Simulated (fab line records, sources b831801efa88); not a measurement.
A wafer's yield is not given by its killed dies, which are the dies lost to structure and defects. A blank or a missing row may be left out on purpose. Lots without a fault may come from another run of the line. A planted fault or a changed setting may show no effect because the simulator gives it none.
Problem report, 8D (eight disciplines) form, completed by code :: flow gf180mcu :: the parts of the form that need people (team, actions taken, sign-off) are left out

== 1. THE ISSUE ==
At GF_MVPSD_IMPLANT_08, beam_energy_keV averages 174.98 over 9 wafers from 3 lots, while fault-free wafers read 169.99, standard deviation 0.065. Relative to the usual mean, that is a shift of +77 standard deviations.
Earliest sighting: wafer L886.4 on implanter-04 at day 7 05:13. The record holds 39 wafers of 13 lots with a number at this step. By rule, "out" or "out of limits" means more than 4 standard deviations away from the usual mean. All remaining wafers that have a number are taken as sound.

== 2. WHAT IT IS, AND WHAT IT ISN'T ==
question: which readings at this step
is: beam_energy_keV
is not: end_station_pressure_torr

question: which lots
is: L886, L887, L888
is not: L878, L879, L882, L885, L895, L896, L897, L898, L899, L900

question: which wafers of those lots
is: all that have a number
is not: -

question: read on which tools
is: implanter-04
is not: implanter-01, implanter-02

question: when
is: from day 7 05:13
is not: up to then (12 sound wafers); but 18 sound wafers of L895, L896, L897, L898, L899, L900 came after

== 3. SUSPECTS, AND WHAT RULES EACH OUT ==
Counting: a tool stays on the suspect list if, at a process step up to the reading, it processed all lots that are out and no sound lot following the first of them.
- implanter-04 at GF_MVPSD_IMPLANT_08: ruled out as a lasting fault. Sound lots L898, L897 ran on it after its first lot that is out, L886 (day 7 05:13).
Left after counting: nothing in the record.

== 4. THE CAUSE (what the simulator had put in) ==
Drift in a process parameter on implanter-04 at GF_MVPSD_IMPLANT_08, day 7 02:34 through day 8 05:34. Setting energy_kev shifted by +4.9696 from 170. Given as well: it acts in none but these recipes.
Counting ruled it out, wrongly.

== 5. THE EFFECT CHAIN, in route order ==
One row per reading whose mean, taken over the struck wafers that have a number, lies over 3 standard deviations from the usual. Only readings for which the record gives a usual standard deviation are gone through. hours: the time from each lot's start at the first step in this table that gives one to its start at this step, as a median over the lots. sigmas: the change in usual standard deviations.
hours: 0
step: GF_MVPSD_IMPLANT_08
reading: beam_energy_keV
usual: 169.99
on struck wafers: 174.98
change: +4.99
sigmas: +77
Process steps it contains:
- GF_MVPSD_IMPLANT_08

== 6. WHAT WOULD HAVE CAUGHT IT SOONER ==
The fault began at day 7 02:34; the first out-of-limits reading in this record came at day 7 05:13, 3 hours later.
